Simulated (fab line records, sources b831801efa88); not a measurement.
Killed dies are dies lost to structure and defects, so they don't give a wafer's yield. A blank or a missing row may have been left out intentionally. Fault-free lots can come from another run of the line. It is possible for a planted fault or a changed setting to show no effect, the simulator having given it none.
The tool behind it: which one? / flow sky130 / 14 lots, 42 wafers sampled, at 5 steps of a route of 708

WHAT THE GAUGES READ, wafer by wafer
SKY_VT_ADJUST_HVTR_TW_MEAS_11.
lot=L500; measured=day 9 08:22; on=film_metro-02; VT_ADJUST_HVTR_TW=213.0 213.4 213.7
lot=L501; measured=day 9 19:50; on=film_metro-01; VT_ADJUST_HVTR_TW=210.9 209.0 211.1
lot=L502; measured=day 10 05:20; on=film_metro-04; VT_ADJUST_HVTR_TW=207.8 209.0 208.2
lot=L503; measured=day 10 07:11; on=film_metro-04; VT_ADJUST_HVTR_TW=207.2 206.7 208.3
lot=L504; measured=day 10 13:47; on=film_metro-02; VT_ADJUST_HVTR_TW=211.0 212.4 212.8
lot=L507; measured=day 11 10:44; on=film_metro-01; VT_ADJUST_HVTR_TW=210.2 209.5 210.2
lot=L508; measured=day 11 17:51; on=film_metro-04; VT_ADJUST_HVTR_TW=208.4 209.2 207.8
lot=L510; measured=day 12 10:25; on=film_metro-01; VT_ADJUST_HVTR_TW=208.5 209.3 209.0
lot=L512; measured=day 12 20:53; on=film_metro-04; VT_ADJUST_HVTR_TW=207.5 206.6 206.4
lot=L513; measured=day 13 05:37; on=film_metro-04; VT_ADJUST_HVTR_TW=209.0 207.9 208.2
lot=L519; measured=day 15 17:33; on=film_metro-04; VT_ADJUST_HVTR_TW=205.9 207.5 206.6
lot=L520; measured=day 15 22:35; on=film_metro-02; VT_ADJUST_HVTR_TW=211.2 211.5 212.0
lot=L522; measured=day 16 05:11; on=film_metro-04; VT_ADJUST_HVTR_TW=206.4 207.4 207.5
lot=L523; measured=day 16 18:00; on=film_metro-04; VT_ADJUST_HVTR_TW=206.8 206.6 207.6

SKY_VT_ADJUST_PCH_TW_MEAS_10.
lot=L500; measured=day 10 06:20; on=film_metro-02; VT_ADJUST_PCH_TW=143.5 143.5 143.6
lot=L501; measured=day 10 18:35; on=film_metro-03; VT_ADJUST_PCH_TW=141.8 141.8 140.9
lot=L502; measured=day 11 04:22; on=film_metro-03; VT_ADJUST_PCH_TW=141.9 142.5 141.8
lot=L503; measured=day 11 06:29; on=film_metro-02; VT_ADJUST_PCH_TW=143.8 143.5 142.5
lot=L504; measured=day 11 12:56; on=film_metro-04; VT_ADJUST_PCH_TW=140.2 140.9 140.1
lot=L507; measured=day 12 10:40; on=film_metro-02; VT_ADJUST_PCH_TW=143.0 143.3 143.3
lot=L508; measured=day 12 18:52; on=film_metro-04; VT_ADJUST_PCH_TW=140.2 140.3 140.0
lot=L510; measured=day 13 11:29; on=film_metro-02; VT_ADJUST_PCH_TW=141.4 142.5 143.5
lot=L512; measured=day 13 22:18; on=film_metro-02; VT_ADJUST_PCH_TW=143.2 143.4 142.8
lot=L513; measured=day 14 06:46; on=film_metro-04; VT_ADJUST_PCH_TW=139.6 140.1 139.8
lot=L519; measured=day 16 22:19; on=film_metro-04; VT_ADJUST_PCH_TW=140.1 141.1 140.5
lot=L520; measured=day 17 02:37; on=film_metro-04; VT_ADJUST_PCH_TW=140.5 140.7 140.3
lot=L522; measured=day 17 09:32; on=film_metro-03; VT_ADJUST_PCH_TW=142.2 141.7 141.5
lot=L523; measured=day 17 21:23; on=film_metro-03; VT_ADJUST_PCH_TW=141.7 142.0 142.2

SKY_SONOS_TUNNEL_CD_MEAS_07 targets a cd of 410 nm.
lot=L500; measured=day 11 05:12; on=cd_sem-01; cd_nm (nm)=405.2 404.3 406.9
lot=L501; measured=day 11 17:27; on=cd_sem-02; cd_nm (nm)=412.2 412.3 411.3
lot=L502; measured=day 12 03:42; on=cd_sem-01; cd_nm (nm)=407.6 408.6 407.3
lot=L503; measured=day 12 06:20; on=cd_sem-01; cd_nm (nm)=407.0 408.8 410.1
lot=L504; measured=day 12 12:52; on=cd_sem-02; cd_nm (nm)=406.0 408.4 408.9
lot=L507; measured=day 13 11:31; on=cd_sem-01; cd_nm (nm)=409.0 408.3 407.8
lot=L508; measured=day 13 19:39; on=cd_sem-01; cd_nm (nm)=409.1 412.4 413.2
lot=L510; measured=day 14 13:04; on=cd_sem-01; cd_nm (nm)=411.5 407.4 409.5
lot=L512; measured=day 15 00:55; on=cd_sem-01; cd_nm (nm)=388.3 408.7 409.0
lot=L513; measured=day 15 09:19; on=cd_sem-02; cd_nm (nm)=394.0 393.9 414.0
lot=L519; measured=day 18 02:50; on=cd_sem-02; cd_nm (nm)=411.4 413.0 410.7
lot=L520; measured=day 18 05:58; on=cd_sem-01; cd_nm (nm)=406.4 407.4 406.4
lot=L522; measured=day 18 15:22; on=cd_sem-01; cd_nm (nm)=415.9 414.0 414.1
lot=L523; measured=day 19 03:28; on=cd_sem-02; cd_nm (nm)=414.8 415.4 412.3

SKY_SONOS_TUNNEL_TW_MEAS_12.
lot=L500; measured=day 11 05:46; on=film_metro-03; SONOS_TUNNEL_TW=196.0 195.9 196.7
lot=L501; measured=day 11 18:01; on=film_metro-03; SONOS_TUNNEL_TW=197.3 196.6 196.1
lot=L502; measured=day 12 04:17; on=film_metro-03; SONOS_TUNNEL_TW=196.7 197.3 197.6
lot=L503; measured=day 12 06:54; on=film_metro-03; SONOS_TUNNEL_TW=196.3 197.0 196.5
lot=L504; measured=day 12 13:26; on=film_metro-02; SONOS_TUNNEL_TW=197.6 197.8 197.2
lot=L507; measured=day 13 12:06; on=film_metro-03; SONOS_TUNNEL_TW=197.4 197.6 197.9
lot=L508; measured=day 13 20:13; on=film_metro-02; SONOS_TUNNEL_TW=197.8 196.9 197.4
lot=L510; measured=day 14 13:38; on=film_metro-03; SONOS_TUNNEL_TW=197.6 197.2 197.3
lot=L512; measured=day 15 01:30; on=film_metro-02; SONOS_TUNNEL_TW=197.8 198.9 198.3
lot=L513; measured=day 15 09:53; on=film_metro-01; SONOS_TUNNEL_TW=196.3 196.2 196.0
lot=L519; measured=day 18 03:23; on=film_metro-01; SONOS_TUNNEL_TW=196.9 195.9 196.4
lot=L520; measured=day 18 06:38; on=film_metro-02; SONOS_TUNNEL_TW=196.7 196.3 196.3
lot=L522; measured=day 18 15:55; on=film_metro-01; SONOS_TUNNEL_TW=195.5 196.3 194.9
lot=L523; measured=day 19 04:01; on=film_metro-03; SONOS_TUNNEL_TW=195.5 196.2 195.9

TOOL THAT RAN EACH LOT (tool first, then ch and the chambers of the sampled wafers, then the start)
lot=L500; SKY_SONOS_TUNNEL_DEVELOP_06=litho_track-01 ch 0, day 11 05:03
lot=L501; SKY_SONOS_TUNNEL_DEVELOP_06=litho_track-04 ch 0, day 11 17:18
lot=L502; SKY_SONOS_TUNNEL_DEVELOP_06=litho_track-01 ch 0, day 12 03:33
lot=L503; SKY_SONOS_TUNNEL_DEVELOP_06=litho_track-04 ch 0, day 12 06:11
lot=L504; SKY_SONOS_TUNNEL_DEVELOP_06=litho_track-03 ch 0, day 12 12:43
lot=L507; SKY_SONOS_TUNNEL_DEVELOP_06=litho_track-01 ch 0, day 13 11:22
lot=L508; SKY_SONOS_TUNNEL_DEVELOP_06=litho_track-04 ch 0, day 13 19:30
lot=L510; SKY_SONOS_TUNNEL_DEVELOP_06=litho_track-03 ch 0, day 14 12:55
lot=L512; SKY_SONOS_TUNNEL_DEVELOP_06=litho_track-03 ch 0, day 15 00:46
lot=L513; SKY_SONOS_TUNNEL_DEVELOP_06=litho_track-03 ch 0, day 15 09:10
lot=L519; SKY_SONOS_TUNNEL_DEVELOP_06=litho_track-01 ch 0, day 18 02:42
lot=L520; SKY_SONOS_TUNNEL_DEVELOP_06=litho_track-03 ch 0, day 18 05:49
lot=L522; SKY_SONOS_TUNNEL_DEVELOP_06=litho_track-01 ch 0, day 18 15:13
lot=L523; SKY_SONOS_TUNNEL_DEVELOP_06=litho_track-01 ch 0, day 19 03:19
- SKY_SONOS_TUNNEL_DEVELOP_06: develop time 60 s.

WHAT THE TOOLS THEMSELVES READ (means of the sampled wafers that have a number; where no wafer has one, the mark that the record gives instead)
SKY_SONOS_TUNNEL_DEVELOP_06.
lot=L500; tool=litho_track-01; exhaust_pa (Pa)=45.6
lot=L501; tool=litho_track-04; exhaust_pa (Pa)=45.9
lot=L502; tool=litho_track-01; exhaust_pa (Pa)=45.6
lot=L503; tool=litho_track-04; exhaust_pa (Pa)=46.2
lot=L504; tool=litho_track-03; exhaust_pa (Pa)=45.0
lot=L507; tool=litho_track-01; exhaust_pa (Pa)=45.5
lot=L508; tool=litho_track-04; exhaust_pa (Pa)=45.5
lot=L510; tool=litho_track-03; exhaust_pa (Pa)=45.6
lot=L512; tool=litho_track-03; exhaust_pa (Pa)=46.0
lot=L513; tool=litho_track-03; exhaust_pa (Pa)=45.8
lot=L519; tool=litho_track-01; exhaust_pa (Pa)=46.3
lot=L520; tool=litho_track-03; exhaust_pa (Pa)=44.9
lot=L522; tool=litho_track-01; exhaust_pa (Pa)=45.9
lot=L523; tool=litho_track-01; exhaust_pa (Pa)=46.0

THE ANSWER, worked out from the rows above alone
Rule: the lots themselves supply what counts as usual. The widest of any qualifying gaps counts: lots, ordered by their means at a reading, are off when they make up no more than a third of the lots, leave a main group of 4 or more, and stand apart from it by 3 or more times the standard deviation of that group's means. A main group whose means are all the same, to the digits that the tables above print for the reading, isn't used. Also off: a lot with no number at a reading for which 4 or more lots have one. All remaining lots with rows at the step are treated as sound. Order of review: gauges by route order, followed by the tools' own readings, for which a lot's mean as printed above is used. The first step at which some lot is off is used, and at that step the reading that is off furthest; a lot without a number counts as furthest.
No lot is off at any reading shown: from this, nothing can be told.

WHAT HAD BEEN PUT IN BY THE SIMULATOR
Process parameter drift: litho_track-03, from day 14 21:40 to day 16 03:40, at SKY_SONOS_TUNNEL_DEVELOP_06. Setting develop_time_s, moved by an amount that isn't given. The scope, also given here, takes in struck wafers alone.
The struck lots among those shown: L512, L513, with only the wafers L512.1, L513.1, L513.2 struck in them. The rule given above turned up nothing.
